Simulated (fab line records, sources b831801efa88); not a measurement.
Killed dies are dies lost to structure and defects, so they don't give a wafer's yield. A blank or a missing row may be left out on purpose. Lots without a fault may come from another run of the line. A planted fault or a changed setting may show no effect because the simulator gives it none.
Chamber matching | flow gf180mcu | GF_V5_CMP_04 on cmp-02: 4 sister chambers
The step polishes SiO2. 4 wafers are shown with their chamber, then 9 later ones without.

WAFERS WITH THEIR CHAMBER
wafer  | chamber | motor_current_A (A)
L614.2 | 2       | 10.1
L617.3 | 3       | 11.6
L617.4 | 0       | 11.1
L617.5 | 1       | 13.0

WAFERS WITHOUT THEIR CHAMBER
wafer  | motor_current_A (A)
L619.1 | 11.3
L619.2 | 11.8
L619.6 | 9.7
L625.2 | 11.5
L625.4 | 13.0
L625.6 | 12.4
L626.3 | 12.1
L626.5 | 10.8
L626.6 | 12.0

WHICH CHAMBER EACH WENT THROUGH
wafer  | from the rows above          | in truth
L619.1 | can't be placed: 0 or 3      | 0
L619.2 | can't be placed: 3 or 0      | 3
L619.6 | 2                            | 2
L625.2 | can't be placed: 3 or 0      | 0
L625.4 | 1                            | 1
L625.6 | can't be placed: 1 or 3 or 0 | 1
L626.3 | can't be placed: 3 or 1 or 0 | 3
L626.5 | can't be placed: 0 or 2 or 3 | 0
L626.6 | can't be placed: 3 or 0 or 1 | 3
Placed correctly: 2 of 9. Can't be placed from these rows: 7 (the true chamber is among the candidates in 7). Placed wrongly: 0.
How it was worked out, from the rows above alone: a wafer's distance from a chamber is the root of the sum, over the readings, of the square of ((its reading less the chamber's mean) divided by the reading's scatter). The wafer belongs to the nearest chamber; if the next one is less than 2 further off, it can't be placed. A chamber's mean is the mean of its shown wafers. The scatter: with one shown wafer a chamber, the root of the mean of the squares of how far each hidden wafer lies from its nearest shown one.
